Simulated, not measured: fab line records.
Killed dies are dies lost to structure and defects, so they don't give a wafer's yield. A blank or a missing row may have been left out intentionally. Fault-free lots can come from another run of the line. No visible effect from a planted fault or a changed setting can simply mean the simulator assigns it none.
Which of the tools did it? -- flow gf180mcu -- 12 lots with 36 wafers sampled at 3 steps, on a route of 602 steps

WHAT THE GAUGES READ, wafer by wafer
GF_VT_IMPLANT_RS_MEAS_47: measures by four-point-probe. Usual: NWELL_RS typically reads 487.4 ohm/sq, with standard deviation 1.3.
lot,measured,on,NWELL_RS (ohm/sq),flag
L578,day 7 18:26,film-metro-02,489.1 489.4 489.8,
L580,day 8 09:14,film-metro-04,486.1 486.3 486.2,
L582,day 8 21:01,film-metro-02,487.5 489.3 487.9,
L583,day 9 03:58,film-metro-04,487.6 486.8 487.2,
L584,day 9 12:44,film-metro-04,485.9 486.0 485.9,
L585,day 9 21:38,film-metro-02,487.5 488.1 488.3,
L587,day 10 18:04,film-metro-03,487.4 488.6 488.9,
L591,day 11 15:22,film-metro-03,485.4 486.8 487.1,
L595,day 12 18:52,film-metro-03,487.6 488.0 485.8,
L597,day 13 02:35,film-metro-02,487.9 490.6 490.4,
L598,day 13 18:58,film-metro-04,486.7 484.8 486.3,
L599,day 13 19:58,film-metro-03,486.6 487.7 486.6,

GF_HV_LDD_THK_MEAS_57. Usual: HV_LDD_CVD_56_THK typically reads 90.0 nm, with standard deviation 0.89.
lot,measured,on,HV_LDD_CVD_56_THK (nm),flag
L578,day 12 15:02,film-metro-04,88.7 89.6 88.5,
L580,day 13 13:04,film-metro-04,89.5 90.4 90.2,
L582,day 14 01:41,film-metro-04,89.7 89.8 89.5,
L583,day 14 10:52,film-metro-04,89.5 89.9 89.3,
L584,day 14 20:03,film-metro-02,90.1 90.3 90.3,
L585,day 15 05:51,film-metro-04,90.9 90.8 91.0,
L587,day 16 08:10,film-metro-03,90.9 92.0 90.8,
L591,day 17 08:40,film-metro-04,89.1 89.2 89.7,
L595,day 18 17:16,film-metro-04,108.3 107.7 107.7,OFF
L597,day 19 04:58,film-metro-04,105.4 107.4 106.8,OFF
L598,day 19 22:46,film-metro-02,91.8 91.8 91.7,
L599,day 20 01:32,film-metro-03,90.7 90.5 91.0,

WHICH TOOL RAN EACH LOT (tool, then ch and the chambers of the sampled wafers, then the start)
lot,GF_HV_LDD_CVD_56
L578,"lpcvd-02 ch 0, day 12 13:35"
L580,"lpcvd-01 ch 1, day 13 11:38"
L582,"lpcvd-01 ch 1, day 14 00:15"
L583,"lpcvd-02 ch 0, day 14 09:26"
L584,"lpcvd-02 ch 0, day 14 18:36"
L585,"lpcvd-01 ch 0, day 15 04:26"
L587,"lpcvd-02 ch 1, day 16 06:44"
L591,"lpcvd-02 ch 1, day 17 07:14"
L595,"lpcvd-02 ch 0, day 18 15:50"
L597,"lpcvd-02 ch 0, day 19 03:32"
L598,"lpcvd-01 ch 0, day 19 21:20"
L599,"lpcvd-01 ch 0, day 20 00:05"
- GF_HV_LDD_CVD_56: deposits Si3N4 from DCS/NH3, target thk 90 nm, time 1543 s.

AS READ BY THE TOOLS THEMSELVES (means over the sampled wafers that have a number; for cases with no such wafer, the mark the record gives instead)
GF_HV_LDD_CVD_56. Usual: 787.8 C for spike-tc-bottom-C, sd 2.6.
lot,tool,spike-tc-bottom-C (C),flag
L578,lpcvd-02,788.5,
L580,lpcvd-01,788.6,
L582,lpcvd-01,788.6,
L583,lpcvd-02,788.6,
L584,lpcvd-02,789.3,
L585,lpcvd-01,783.8,
L587,lpcvd-02,791.7,
L591,lpcvd-02,791.9,
L595,lpcvd-02,787.6,
L597,lpcvd-02,788.6,
L598,lpcvd-01,785.8,
L599,lpcvd-01,784.8,

THE ANSWER, worked out from the rows above alone
Rule: a lot is off if the mean of its wafers that have a number lies more than 3 standard deviations from the usual mean. Also off: a lot with no number at a reading for which 4 or more lots have one. Any other lot the step has rows for is counted as sound. First the gauges in route order, then the tools' own readings, where a lot's mean is used as printed above. At the first step where some lot is off, the reading lying furthest off is the one used; lots without a number count as furthest.
Off: L595, L597, at GF_HV_LDD_THK_MEAS_57 (HV_LDD_CVD_56_THK).
A tool fits if, at a process step before that reading, it ran every lot that is off, and no sound lot after the first of them. Those tools and the gauges at GF_HV_LDD_THK_MEAS_57 are tried in the same way. Can't be told from this: 2 tools fit, lpcvd-02 at GF_HV_LDD_CVD_56, film-metro-04 at GF_HV_LDD_THK_MEAS_57.

WHAT HAD BEEN PUT IN BY THE SIMULATOR
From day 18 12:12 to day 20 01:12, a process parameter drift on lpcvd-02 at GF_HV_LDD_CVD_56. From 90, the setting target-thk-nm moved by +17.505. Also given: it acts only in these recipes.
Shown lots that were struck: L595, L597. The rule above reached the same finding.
